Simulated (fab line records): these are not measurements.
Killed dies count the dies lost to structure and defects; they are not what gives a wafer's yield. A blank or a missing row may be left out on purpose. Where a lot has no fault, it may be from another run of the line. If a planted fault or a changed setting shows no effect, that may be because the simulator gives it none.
Matching of chambers -- flow gf180mcu -- 3 sister chambers for GF_V4_CVD_02 on pecvd-02
The step deposits SiO2 from TEOS, target thk 850 nm, time 94.851 s. 3 wafers are shown with their chamber, then 7 later ones without.

== WAFERS WITH THEIR CHAMBER ==
wafer,chamber,heater-power-w (W)
L088.4,2,678
L089.1,0,542
L089.3,1,725

== WAFERS WITH NO CHAMBER GIVEN ==
wafer,heater-power-w (W)
L089.4,658
L090.2,616
L090.4,691
L090.5,663
L091.3,617
L091.4,688
L091.6,570

== EACH ONE'S CHAMBER ==
wafer,from the rows above,in truth
L089.4,can't be placed: 2 or 1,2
L090.2,can't be placed: 2 or 0 or 1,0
L090.4,can't be placed: 2 or 1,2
L090.5,can't be placed: 2 or 1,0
L091.3,can't be placed: 2 or 0 or 1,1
L091.4,can't be placed: 2 or 1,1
L091.6,0,0
Correctly placed: 1 of 7. From these rows, 6 cannot be placed; in 5 the true chamber is one of the candidates. Wrongly placed: 0.
How it was worked out, from the rows above alone: a wafer's distance from a chamber is the root of the sum, over the readings, of the square of ((its reading less the chamber's mean) divided by the reading's scatter). The wafer belongs to the nearest chamber; if the next one is less than 2 further off, it can't be placed. Each chamber's mean is taken over the wafers shown for it. The scatter (one wafer shown for each chamber): square how far every hidden wafer sits from the nearest shown wafer, average those squares and take the square root.
